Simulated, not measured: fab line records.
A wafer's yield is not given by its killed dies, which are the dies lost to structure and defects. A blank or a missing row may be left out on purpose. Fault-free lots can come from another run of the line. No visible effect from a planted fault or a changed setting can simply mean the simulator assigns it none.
2 desks, one fault	flow gf180mcu	every desk sees just its own numbers, and what lay behind them comes last

## THE TOOL OWNER'S DESK: furnace-02
The tool's own readings at GF_DUAL_GATE_OXIDATION_02 (stabilise 600 s, purge 300 s, target thk 10.887 nm): means of the sampled wafers that have a number, for each lot that ran on this tool. Any lot whose mean is over 4 standard deviations away from the usual mean is out of limits and marked OUT; that distance is given in the brackets.
Columns: A = spike-tc-bottom-C at GF_DUAL_GATE_OXIDATION_02, usual 918.9 C; B = spike-tc-top-C at GF_DUAL_GATE_OXIDATION_02, usual 908.9 C
lot	first seen here	A	B
L665	day 7 18:32	918.5	910.4
L667	day 8 03:26	919.0	910.3
L677	day 11 02:16	919.2	910.1
L678	day 11 06:44	918.7	909.2
Result from this desk: across the 4 lots, nothing is out of limits.

## FROM THE METROLOGY DESK
Lot by lot, what the gauges showed, no matter which tool ran the lot: averages of those sampled wafers that carry a number. Any lot whose mean is over 4 standard deviations away from the usual mean is out of limits and marked OUT; that distance is given in the brackets.
Columns: A = STI_OXIDATION_02_THK at GF_STI_THK_MEAS_30, usual 9.79 nm
lot	first seen here	A
L665	day 2 08:39	10.01
L666	day 2 11:36	9.81
L667	day 2 15:16	10.05
L670	day 3 07:38	9.96
L673	day 3 22:46	9.64
L677	day 4 21:10	9.93
L678	day 5 01:08	9.43
L680	day 5 12:46	9.67
L683	day 6 02:46	9.96
L685	day 6 12:56	10.01
L686	day 6 19:29	9.39
L687	day 7 00:29	10.10
L688	day 7 05:28	9.43
Result from this desk: across the 13 lots, nothing is out of limits.

## BROUGHT TOGETHER
Nothing out of limits was seen by the tool owner's desk.
At the metrology desk, nothing out of limits was observed.

## WHAT WAS PUT IN BY THE SIMULATOR
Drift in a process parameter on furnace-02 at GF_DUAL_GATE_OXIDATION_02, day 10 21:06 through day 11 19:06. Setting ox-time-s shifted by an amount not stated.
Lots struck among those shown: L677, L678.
